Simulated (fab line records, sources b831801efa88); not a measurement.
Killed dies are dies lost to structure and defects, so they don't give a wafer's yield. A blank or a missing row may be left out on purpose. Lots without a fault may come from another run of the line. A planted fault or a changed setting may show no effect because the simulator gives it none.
A struck lot beside a sound one | flow sky130 | 16 steps out of a route of 708
Sound: wafers L379.1, L379.2, L379.4. Struck: wafer L390.5. (L390.3, L390.4 of the same lot were not struck and are left out.) The cause comes at the end.
At each step with rows: each side's tool, then ch and its chambers, then its first start. Under that, the readings that differ: sound wafers | struck wafers | difference of the means | sigmas: that difference in standard deviations of wafers without a fault.
alike: readings whose means differ by less than 2 such deviations, and words and numbers that are the same on both sides. not compared: withheld readings, readings that some wafer has no value for, bounds like >300 that may hide the same value, and numbers for which the record gives no deviation and whose values overlap.
The two part at a step that has a row with sigmas, a row that says differs or no value, or rows on one side only. Numbers that don't overlap but have no deviation are shown without sigmas and don't part them. A reading that every wafer of one side lacks parts them only if that side has two wafers or more.

first, 2 steps without rows for these wafers: SKY_METAL3_PEB_11; SKY_METAL3_DEVELOP_12 (develop time 60 s).
SKY_METAL3_CD_MEAS_13: target cd 300 nm.
  sound on cd_sem-01, day 39 17:13; struck on cd_sem-02, day 43 01:27
  reading    | sound             | struck | difference | sigmas
  cd_nm (nm) | 298.0 296.8 296.6 | 301.1  | +4.0       | +2
SKY_METAL3_OVL_MEAS_14:
  sound on overlay-02, day 39 17:20; struck on overlay-01, day 43 01:33
  alike: METAL3_OVL
SKY_METAL3_DESCUM_15: chemistry O2, time 8 s.
  sound on rie_metal-01 ch 0,1, day 39 17:22; struck on rie_metal-02 ch 1, day 43 01:35
  reading                        | sound              | struck | difference | sigmas
  chamber_pressure_mTorr (mTorr) | 9.989 10.004 9.988 | 10.013 | +0.019     | +2
  alike: drypump_motor_current_A, oes_product_au
  not compared: rf_hours_counter_h
SKY_METAL3_ETCH_16: etches BARC in N2/H2, stops on SiO2, time 88.2 s, target depth 60 nm.
  sound on rie_metal-01 ch 0,1, day 39 17:25; struck on rie_metal-02 ch 1, day 43 01:38
  alike: chamber_pressure_mTorr, drypump_motor_current_A, oes_product_au, throttle_valve_pct
  not compared: rf_hours_counter_h
SKY_METAL3_ETCH_17: etches SiO2 in C4F8/O2/Ar, stops on TiN, time 3.9 s, target depth 15 nm.
  sound on rie_diel-02 ch 0,1,3, day 39 17:30; struck on rie_diel-04 ch 1, day 43 01:42
  alike: chamber_pressure_mTorr, oes_product_au
  not compared: rf_hours_counter_h
then, 1 step without rows for these wafers: SKY_METAL3_METAL_ETCH_18 (etches the open film in Cl2/BCl3, stops on SiO2, target depth 845 nm, time 183.1 s).
SKY_METAL3_STRIP_19: strips in O2/N2.
  sound on plasma_asher-02 ch 0,1, day 39 17:42; struck on plasma_asher-03 ch 0, day 43 01:56
  reading                      | sound             | struck | difference | sigmas
  oes_product_au (a.u.)        | 0.512 0.515 0.520 | 0.495  | -0.021     | -3
  strip_time_to_endpoint_s (s) | 6.72 6.85 6.92    | 6.39   | -0.44      | -4
  alike: chamber_pressure_mTorr, drypump_motor_current_A
  not compared: rf_hours_counter_h
then, 3 steps without rows for these wafers: SKY_METAL3_STRIP_20 (strips in post etch residue remover, time 1200 s); SKY_METAL3_CLEAN_21 (cleans in IPA, time 180 s); SKY_METAL3_CLEAN_22 (cleans in O3/DIW).
SKY_VIA3_HDPCVD_00: deposits SiO2, target thk 1635 nm, time 272.5 s.
  sound on hdpcvd-01 ch 0,1,2, day 39 18:19; struck on hdpcvd-02 ch 2, day 43 02:29
  reading                                  | sound             | struck | difference | sigmas
  run_length_s (s)                         | 300.0 301.1 301.4 | 254.7  | -46.1      | -81
  model.SiO2_of_VIA3_HDPCVD_00.thk_nm (nm) | 1693 1659 1662    | 1370   | -301       |
SKY_VIA3_THK_MEAS_01:
  sound on film_metro-01, day 39 18:28; struck on film_metro-02, day 43 02:41
  reading              | sound          | struck | difference | sigmas
  VIA3_HDPCVD_THK (nm) | 1693 1660 1663 | 1371   | -301       | -16
SKY_VIA3_CMP_02: polishes SiO2.
  sound on cmp-02 ch 1,2,3, day 39 18:32; struck on cmp-02 ch 2, day 43 02:51
  alike: edge_zone_pressure_frac, motor_current_A
-- the record jumps here: 6 days lie between the struck wafers' starts before and after (it left off in module VIA3 and takes up again in module PAD_OPEN, whose first step shown is number 708 of the route) --
SKY_PAD_OPEN_PROBE_99:
  sound on prober-02, day 46 18:41; struck on prober-01, day 49 13:45
  alike: defect_limited_yield, killed_at_M0_to_M3, killed_at_M4_up, killed_at_contacts, killed_at_front_end, killed_at_other, killed_dies, killed_open, killed_short, sort_bin_3_pad_short, sort_bin_5_function, sort_bin_6_memory, sort_n_pass, sort_yield_pct

WHERE THEY PART
First at SKY_METAL3_CD_MEAS_13; last, within this record, at SKY_VIA3_THK_MEAS_01. Later steps at which nothing parts them and some readings are alike: SKY_VIA3_CMP_02, SKY_PAD_OPEN_PROBE_99.

WHY: what the simulator had put in
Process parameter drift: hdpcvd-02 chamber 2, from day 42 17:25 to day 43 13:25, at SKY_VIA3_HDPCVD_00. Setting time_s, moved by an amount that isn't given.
